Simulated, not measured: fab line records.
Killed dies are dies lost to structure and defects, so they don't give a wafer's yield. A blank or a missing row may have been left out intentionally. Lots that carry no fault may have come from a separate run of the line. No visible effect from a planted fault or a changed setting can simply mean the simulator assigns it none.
Chamber matching + flow gf180mcu + wet-bench-01 running GF_SAB_WET_ETCH_12: 3 sister chambers
The step etches SiO2 in dHF, target depth 22 nm, time 440 s. 14 wafers are shown with their chamber, then 7 later ones without.

== WAFERS, EACH WITH ITS CHAMBER ==
| wafer  | chamber | run-length-s (s) |
|--------|---------|------------------|
| L856.1 | 1       | 466.9            |
| L856.3 | 1       | 466.9            |
| L856.4 | 1       | 466.9            |
| L857.1 | 0       | 467.8            |
| L857.2 | 0       | 467.8            |
| L857.4 | 0       | 467.8            |
| L859.4 | 1       | 466.4            |
| L859.5 | 1       | 466.4            |
| L859.6 | 1       | 466.4            |
| L864.1 | 3       | 472.5            |
| L864.2 | 3       | 472.5            |
| L864.3 | 3       | 472.5            |
| L872.1 | 3       | 464.9            |
| L872.5 | 3       | 464.9            |

SIGNATURES, as means of the wafers listed above
| reading      | chamber 0 | chamber 1 | chamber 3 | scatter within a chamber |
|--------------|-----------|-----------|-----------|--------------------------|
| run-length-s | 467.800   | 466.650   | 469.460   | 2.52                     |
Rule: a wafer lies at a distance from a chamber equal to the root of the sum of squares, over the readings, of (its reading less the chamber's mean, divided by the reading's scatter). The wafer belongs to the nearest chamber; if the next one is less than 2 further off, it can't be placed. The scatter: the root of (the sum of the squares of (reading less its chamber's mean) over the shown wafers, divided by (wafers less chambers)).

== WAFERS WHOSE CHAMBER IS MISSING ==
| wafer  | run-length-s (s) |
|--------|------------------|
| L872.6 | 464.9            |
| L873.1 | 464.3            |
| L873.2 | 464.3            |
| L873.5 | 464.3            |
| L874.1 | 465.3            |
| L874.2 | 465.3            |
| L874.4 | 465.3            |

== THE CHAMBER EACH PASSED THROUGH ==
| wafer  | from the rows above          | in truth |
|--------|------------------------------|----------|
| L872.6 | can't be placed: 1 or 0 or 3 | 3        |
| L873.1 | can't be placed: 1 or 0 or 3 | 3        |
| L873.2 | can't be placed: 1 or 0 or 3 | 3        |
| L873.5 | can't be placed: 1 or 0 or 3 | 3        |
| L874.1 | can't be placed: 1 or 0 or 3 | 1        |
| L874.2 | can't be placed: 1 or 0 or 3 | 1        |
| L874.4 | can't be placed: 1 or 0 or 3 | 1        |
0 of 7 placed correctly. Can't be placed from these rows: 7 (the true chamber is among the candidates in 7). Placed wrongly: 0.
